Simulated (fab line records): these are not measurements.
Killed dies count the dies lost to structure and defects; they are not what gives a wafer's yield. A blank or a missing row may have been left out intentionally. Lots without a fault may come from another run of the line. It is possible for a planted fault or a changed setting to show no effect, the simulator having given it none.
Matching of chambers	flow sky130	rie diel-04 running SKY_VIA4_ETCH_12: 4 sister chambers
The step etches SiO2 in C4F8/O2/Ar, stops on TiN, target depth 580 nm. 30 wafers are shown with their chamber, then 12 later ones without.

## WAFERS, EACH WITH ITS CHAMBER
wafer	chamber	oes product au (a.u.)
L074.1	0	0.927
L074.4	2	0.920
L074.5	3	0.920
L075.1	0	0.923
L075.3	3	0.925
L075.4	2	0.921
L079.1	0	0.926
L079.2	3	0.932
L079.3	2	0.925
L079.4	1	0.932
L079.5	0	0.927
L079.6	3	0.928
L078.3	2	0.928
L078.4	1	0.925
L078.5	3	0.922
L080.1	0	0.924
L080.3	1	0.919
L080.4	3	0.924
L085.3	2	0.915
L085.4	1	0.927
L085.5	1	0.926
L088.1	2	0.940
L088.3	3	0.930
L088.6	0	0.933
L089.1	3	0.924
L089.3	1	0.930
L089.5	0	0.923
L091.1	0	0.924
L091.3	2	0.923
L091.5	0	0.928

SIGNATURES (means of the wafers above)
reading	chamber 0	chamber 1	chamber 2	chamber 3	scatter within a chamber
oes product au	0.92611	0.92650	0.92457	0.92563	0.0051
Rule: for each reading, subtract the chamber's mean from the wafer's reading, divide by that reading's scatter and square the result; add these up over the readings and take the root, which gives the wafer's distance from the chamber. If the next closest chamber is less than 2 further off than the closest, the wafer can't be placed; otherwise it belongs to the closest. The scatter: take each reading less its chamber's mean, square it, sum over the shown wafers, divide by the number of wafers less the number of chambers, and take the root.

## WAFERS WITHOUT THEIR CHAMBER
wafer	oes product au (a.u.)
L093.1	0.930
L093.2	0.923
L093.3	0.941
L093.4	0.925
L093.5	0.926
L093.6	0.926
L094.3	0.923
L094.4	0.933
L094.5	0.921
L095.2	0.928
L095.3	0.929
L095.6	0.928

## THE CHAMBER EACH PASSED THROUGH
wafer	from the rows above	in truth
L093.1	can't be placed: 1 or 0 or 3 or 2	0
L093.2	can't be placed: 2 or 3 or 0 or 1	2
L093.3	can't be placed: 1 or 0 or 3 or 2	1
L093.4	can't be placed: 2 or 3 or 0 or 1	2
L093.5	can't be placed: 0 or 3 or 1 or 2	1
L093.6	can't be placed: 0 or 3 or 1 or 2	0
L094.3	can't be placed: 2 or 3 or 0 or 1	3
L094.4	can't be placed: 1 or 0 or 3 or 2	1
L094.5	can't be placed: 2 or 3 or 0 or 1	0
L095.2	can't be placed: 1 or 0 or 3 or 2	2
L095.3	can't be placed: 1 or 0 or 3 or 2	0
L095.6	can't be placed: 1 or 0 or 3 or 2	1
Correctly placed: 0 of 12. Can't be placed from these rows: 12 (the true chamber is among the candidates in 12). Placed wrongly: 0.
